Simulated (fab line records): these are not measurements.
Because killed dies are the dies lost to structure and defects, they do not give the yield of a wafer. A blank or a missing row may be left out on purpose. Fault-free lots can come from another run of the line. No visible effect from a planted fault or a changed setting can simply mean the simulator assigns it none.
A lot that was struck, set against a sound lot / flow sfq_line / 42 out of 325 route steps
Sound: the wafers L474.2, L474.3, L474.4. Struck: wafer L489.1 (L489.2, L489.6, from the same lot, were not struck and are left out); the cause is given at the end.
Per side, at each step with rows, come the tool, then ch with its chambers, and then its first start. Under that, the readings that differ: sound wafers / struck wafers / difference of the means / sigmas: that difference in standard deviations of wafers without a fault.
alike: readings with means less than 2 such deviations apart, plus words and numbers identical on both sides. not compared: withheld readings, readings lacking a value on some wafer, bounds such as >300 that could conceal the same value, and numbers that have no deviation in the record and whose values overlap.
The two part at a step that has a row with sigmas, a row that says differs or no value, or rows on one side only. Numbers that don't overlap but have no deviation are shown without sigmas and don't part them. A reading that every wafer of one side lacks parts them only if that side has two wafers or more.

first, 6 steps without rows for these wafers: SFQ_TRILAYER_M3_LITHO_COAT_080 (resist thk 62 nm); SFQ_TRILAYER_M3_LITHO_COAT_075 (resist thk 600 nm); SFQ_TRILAYER_M3_LITHO_SOFTBAKE_079; SFQ_TRILAYER_M3_LITHO_EXPOSE_076 (exposes mask M3, target cd 500 nm); SFQ_TRILAYER_M3_LITHO_PEB_078 (peb time 60 s); SFQ_TRILAYER_M3_LITHO_DEVELOP_077 (time 60 s).
SFQ_M3_OVL_MEAS_921:
  sound: overlay-02 at day 46 22:01; struck: overlay-01 at day 54 05:12
  alike: M3_OVL
then, 4 steps without rows for these wafers: SFQ_TRILAYER_M3_BARC_OPEN_METAL_ETCH_100 (etches BARC in O2, target depth 125 nm, time 41.7 s); SFQ_TRILAYER_M3_ETCH_METAL_ETCH_078 (etches Nb in Cl2/Ar, stops on SiO2, target depth 240 nm, time 120 s); SFQ_TRILAYER_M3_STRIP_STRIP_079 (strips in O2); SFQ_TRILAYER_M3_STRIP_SOLV_CLEAN_080 (cleans in NMP, time 600 s).
SFQ_TRILAYER_I3_DEP_PECVD_081: deposits SiO2 from SiH4/N2O, time 111.11 s, target thk 500 nm.
  sound on pecvd-02 ch 0,1, day 46 23:00; struck on pecvd-03 ch 0, day 54 06:11
reading=throttle_valve_pct (%); sound=25.4 26.2 26.3; struck=21.9; difference=-4.1; sigmas=-3
  alike: chamber_pressure_Torr, heater_power_w, rf_fwd_power_W
SFQ_TRILAYER_I3_CMP_CMP_082: polishes SiO2.
  sound on cmp-01 ch 0,1,3, day 46 23:05; struck on cmp-01 ch 1, day 54 07:16
reading=time_to_endpoint_s (s); sound=215 215 215; struck=174; difference=-41; sigmas=-6
reading=model.SiO2_of_TRILAYER_I3_DEP_PECVD_081.thk_nm (nm); sound=201.6 200.6 199; struck=252.1; difference=+51.7; sigmas=
  alike: motor_current_A, retaining_ring_pressure_frac
SFQ_I3_BOW_MEAS_922:
  sound: film_metro-04 at day 47 02:06; struck: film_metro-01 at day 54 09:16
reading=I3_BOW (um); sound=1 4 -11; struck=19; difference=+21; sigmas=+2
SFQ_TRILAYER_I3_METRO_MEASURE_083:
  sound: film_metro-04 at day 47 02:24; struck: film_metro-01 at day 54 09:23
reading=thk_nm (nm); sound=201.7 200.7 199.1; struck=252.0; difference=+51.5; sigmas=+53
then, 6 steps without rows for these wafers: SFQ_TRILAYER_I3_VIA_LITHO_COAT_090 (resist thk 62 nm); SFQ_TRILAYER_I3_VIA_LITHO_COAT_085 (resist thk 661.6 nm); SFQ_TRILAYER_I3_VIA_LITHO_SOFTBAKE_089; SFQ_TRILAYER_I3_VIA_LITHO_EXPOSE_086 (exposes mask I3, target cd 500 nm); SFQ_TRILAYER_I3_VIA_LITHO_PEB_088 (peb time 60 s); SFQ_TRILAYER_I3_VIA_LITHO_DEVELOP_087 (time 60 s).
-- the record jumps here: 6 days lie between the struck wafers' starts before and after --
SFQ_I3_OVL_MEAS_923:
  sound: overlay-01 at day 48 04:22; struck: overlay-02 at day 60 11:34
  alike: I3_OVL
then, 1 step without rows for these wafers: SFQ_TRILAYER_I3_VIA_BARC_OPEN_VIA_ETCH_121 (etches BARC in O2, target depth 125 nm, time 41.7 s).
SFQ_TRILAYER_I3_VIA_ETCH_VIA_ETCH_088: etches SiO2 in CHF3, stops on Nb, target depth 260 nm.
  sound on rie_diel-04 ch 1,2,3, day 48 04:26; struck on rie_diel-04 ch 3, day 60 11:39
reading=oes_product_au (a.u.); sound=0.854 0.855 0.858; struck=0.980; difference=+0.124; sigmas=+24
reading=model.I3.feature_depth_nm (nm); sound=201.6 200.6 199; struck=252.1; difference=+51.7; sigmas=
reading=model.etch.depth_nm (nm); sound=201.6 200.6 199; struck=252.1; difference=+51.7; sigmas=
  alike: drypump_motor_current_A, rf_fwd_power_W
then, 3 steps without rows for these wafers: SFQ_TRILAYER_I3_VIA_STRIP_STRIP_089 (strips in O2); SFQ_TRILAYER_I3_VIA_STRIP_SOLV_CLEAN_090 (cleans in NMP, time 600 s); SFQ_TRILAYER_M4_DEP_PRE_CLEAN_092 (time 22.5 s).
SFQ_TRILAYER_M4_DEP_SPUTTER_091: material Nb, target thk 200 nm, time 133.3 s.
  sound: pvd_sputter-05 at day 48 05:21; struck: pvd_sputter-05 at day 60 12:34
  alike: throttle_valve_pct
SFQ_M4_RS_MEAS_924: measurement is done with a four-point probe.
  sound: film_metro-02 at day 48 05:28; struck: film_metro-01 at day 60 12:39
  alike: M4_NB_RS
then, 6 steps without rows for these wafers: SFQ_TRILAYER_M4_LITHO_COAT_098 (resist thk 62 nm); SFQ_TRILAYER_M4_LITHO_COAT_093 (resist thk 600 nm); SFQ_TRILAYER_M4_LITHO_SOFTBAKE_097; SFQ_TRILAYER_M4_LITHO_EXPOSE_094 (exposes mask M4, target cd 500 nm); SFQ_TRILAYER_M4_LITHO_PEB_096 (peb time 60 s); SFQ_TRILAYER_M4_LITHO_DEVELOP_095 (time 60 s).
SFQ_M4_OVL_MEAS_926:
  sound: overlay-02 at day 54 07:56; struck: overlay-01 at day 61 21:04
  alike: M4_OVL
SFQ_TRILAYER_M4_BARC_OPEN_METAL_ETCH_123: etches BARC in O2, target depth 125 nm, time 41.7 s.
  sound on rie_metal-03 ch 0,1, day 54 07:58; struck on rie_metal-03 ch 1, day 61 21:07
  alike: drypump_motor_current_A, oes_product_au, rf_fwd_power_W
  not compared: rf_hours_counter_h
SFQ_TRILAYER_M4_ETCH_METAL_ETCH_096: etches Nb in Cl2/Ar, stops on SiO2, target depth 240 nm, time 120 s.
  sound on rie_metal-03 ch 0,1, day 54 08:01; struck on rie_metal-03 ch 1, day 61 21:10
reading=model.SiO2_of_TRILAYER_I3_DEP_PECVD_081.thk_nm (nm); sound=193.8 192.8 191.2; struck=244.3; difference=+51.7; sigmas=
  alike: drypump_motor_current_A, oes_product_au, rf_fwd_power_W
  not compared: rf_hours_counter_h
SFQ_TRILAYER_M4_STRIP_STRIP_097: strips in O2.
  sound on rie_metal-03 ch 0,1, day 54 08:08; struck on rie_metal-03 ch 1, day 61 21:17
  alike: drypump_motor_current_A, oes_product_au
  not compared: rf_hours_counter_h
then, 1 step without rows for these wafers: SFQ_TRILAYER_M4_STRIP_SOLV_CLEAN_098 (cleans in NMP, time 600 s).
SFQ_TRILAYER_I4_DEP_PECVD_099: deposits SiO2 from SiH4/N2O, time 111.11 s, target thk 500 nm.
  sound on pecvd-02 ch 0,1, day 54 08:55; struck on pecvd-02 ch 2, day 61 22:04
reading=throttle_valve_pct (%); sound=26.3 25.2 25.6; struck=22.5; difference=-3.2; sigmas=-2
  alike: chamber_pressure_Torr, heater_power_w, rf_fwd_power_W
-- the record jumps here: 34 days lie between the struck wafers' starts before and after --
SFQ_M8_BOW_MEAS_951:
  sound: film_metro-02 at day 87 08:35; struck: film_metro-02 at day 95 10:12
reading=M8_BOW (um); sound=4 7 -9; struck=29; difference=+28; sigmas=+2
reading=model.etest.i3.link_ohm; sound=1.966 1.956 1.96; struck=2.021; difference=+0.060; sigmas=

WHERE THEY PART
Last at SFQ_M8_BOW_MEAS_951 as far as this record goes, first at SFQ_TRILAYER_I3_DEP_PECVD_081.

WHY: what the simulator had put in
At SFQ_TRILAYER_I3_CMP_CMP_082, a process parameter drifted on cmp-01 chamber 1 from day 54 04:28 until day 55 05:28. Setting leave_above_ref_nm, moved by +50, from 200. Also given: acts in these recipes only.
